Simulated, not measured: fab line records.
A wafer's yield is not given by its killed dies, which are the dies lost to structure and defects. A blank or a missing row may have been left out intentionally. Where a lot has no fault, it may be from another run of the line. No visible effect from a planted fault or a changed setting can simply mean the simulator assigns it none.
Check of tool commonality    flow sky130    13 lots, 39 wafers sampled

## REASON FOR OPENING
SKY_VT_ADJUST_HVTP_TW_MEAS_11, reading VT_ADJUST_HVTP_TW: flagged on 1 of 13 lots. Fault-free wafers read 1340, with a standard deviation of 6.2.
Rule: a lot gets a flag if all its wafers with a number sit over 4 standard deviations from that mean, or if no wafer of it has a number. As for the other lots, they are considered sound.

lot   measured      on             VT_ADJUST_HVTP_TW, wafer by wafer  flag
L415  day 6 12:06   film_metro-03  1341 1342 1336                     
L416  day 7 03:17   film_metro-02  1346 1338 1337                     
L418  day 7 11:38   film_metro-03  1342 1337 1344                     
L417  day 7 12:15   film_metro-03  1340 1344 1345                     
L419  day 7 19:44   film_metro-02  1336 1334 1335                     
L420  day 7 20:38   film_metro-02  29 29 30                           FLAGGED
L429  day 10 01:04  film_metro-03  1332 1336 1333                     
L431  day 10 10:50  film_metro-02  1331 1343 1340                     
L430  day 10 15:52  film_metro-02  1340 1338 1339                     
L432  day 10 18:52  film_metro-02  1333 1343 1345                     
L433  day 10 23:26  film_metro-03  1345 1341 1341                     
L434  day 11 05:53  film_metro-01  1353 1351 1357                     
L438  day 12 02:11  film_metro-02  1340 1347 1341                     
The numbers of the flagged lots are 29 on average: -1311 against the usual, or -99 or more standard deviations.

## TOOL THAT RAN EACH LOT
Before the reading, the record contains 2 process steps out of a 708-step route. Cell contents, in order: the tool; ch with the chambers the sampled wafers went through; the start.
lot   flag     SKY_NWELL_STRIP_25                    SKY_VT_ADJUST_HVTP_STRIP_10
L415           plasma_asher-03 ch 0,1, day 5 18:09   plasma_asher-02 ch 0,1, day 6 12:00
L416           plasma_asher-03 ch 0,1, day 6 07:29   plasma_asher-02 ch 0,1, day 7 03:10
L418           plasma_asher-03 ch 0,1, day 6 15:27   plasma_asher-04 ch 0,1, day 7 11:32
L417           plasma_asher-01 ch 0,1, day 6 16:56   plasma_asher-01 ch 0,1, day 7 12:09
L419           plasma_asher-04 ch 0,1, day 6 23:43   plasma_asher-01 ch 0,1, day 7 19:38
L420  FLAGGED  plasma_asher-03 ch 0,1, day 6 23:50   plasma_asher-04 ch 0,1, day 7 20:32
L429           plasma_asher-03 ch 0,1, day 9 02:08   plasma_asher-01 ch 0,1, day 10 00:57
L431           plasma_asher-01 ch 0,1, day 9 11:53   plasma_asher-01 ch 0,1, day 10 10:44
L430           plasma_asher-03 ch 0,1, day 9 16:35   plasma_asher-02 ch 0,1, day 10 15:46
L432           plasma_asher-01 ch 1, day 9 20:05     plasma_asher-02 ch 0,1, day 10 18:46
L433           plasma_asher-03 ch 0,1, day 9 23:56   plasma_asher-02 ch 0,1, day 10 23:20
L434           plasma_asher-01 ch 0,1, day 10 06:11  plasma_asher-02 ch 0,1, day 11 05:47
L438           plasma_asher-04 ch 0,1, day 11 02:05  plasma_asher-04 ch 1, day 12 02:04
These steps, and what they do:
- SKY_NWELL_STRIP_25: strips in O2/N2.
- SKY_VT_ADJUST_HVTP_STRIP_10: strips in O2/N2.
- SKY_VT_ADJUST_HVTP_TW_MEAS_11

## FLAGGED OVER TOTAL, TOOL BY TOOL (the gauges that took the reading come last)
step                           tool             lots run  flagged  share of the flagged lots  sound lots run after its first flagged lot
SKY_NWELL_STRIP_25             plasma_asher-01  4         0        none                       -
SKY_NWELL_STRIP_25             plasma_asher-03  7         1        all                        3 (L429,L430,L433)
SKY_NWELL_STRIP_25             plasma_asher-04  2         0        none                       -
SKY_VT_ADJUST_HVTP_STRIP_10    plasma_asher-01  4         0        none                       -
SKY_VT_ADJUST_HVTP_STRIP_10    plasma_asher-02  6         0        none                       -
SKY_VT_ADJUST_HVTP_STRIP_10    plasma_asher-04  3         1        all                        1 (L438)
SKY_VT_ADJUST_HVTP_TW_MEAS_11  film_metro-01    1         0        none                       -
SKY_VT_ADJUST_HVTP_TW_MEAS_11  film_metro-02    7         1        all                        4 (L431,L430,L432,L438)
SKY_VT_ADJUST_HVTP_TW_MEAS_11  film_metro-03    5         0        none                       -

## WHAT IS ALLOWED BY THE TABLE
3 rows of the table ran every flagged lot: plasma_asher-03 at SKY_NWELL_STRIP_25, plasma_asher-04 at SKY_VT_ADJUST_HVTP_STRIP_10, film_metro-02 at SKY_VT_ADJUST_HVTP_TW_MEAS_11.
- plasma_asher-03 at SKY_NWELL_STRIP_25 ran 7 lots, 1 of them flagged. After the first flagged lot (L429, L430, L433), sound lots still ran on it; a lasting fault on the whole tool would not permit that. Its own readings lie more than 4 standard deviations out on every wafer of the flagged lots: oes_product_au.
- plasma_asher-04 at SKY_VT_ADJUST_HVTP_STRIP_10 ran 3 lots, 1 of them flagged. After the first flagged lot (L438), sound lots still ran on it; a lasting fault on the whole tool would not permit that. Its own readings lie more than 4 standard deviations out on every wafer of the flagged lots: strip_time_to_endpoint_s.
- film_metro-02 at SKY_VT_ADJUST_HVTP_TW_MEAS_11 ran 7 lots, 1 of them flagged. After the first flagged lot (L431, L430, L432, L438), sound lots still ran on it; a lasting fault on the whole tool would not permit that.
There is no row in the table that ran each flagged lot and no sound lot after the first.

## WHAT THE SIMULATOR PUT IN
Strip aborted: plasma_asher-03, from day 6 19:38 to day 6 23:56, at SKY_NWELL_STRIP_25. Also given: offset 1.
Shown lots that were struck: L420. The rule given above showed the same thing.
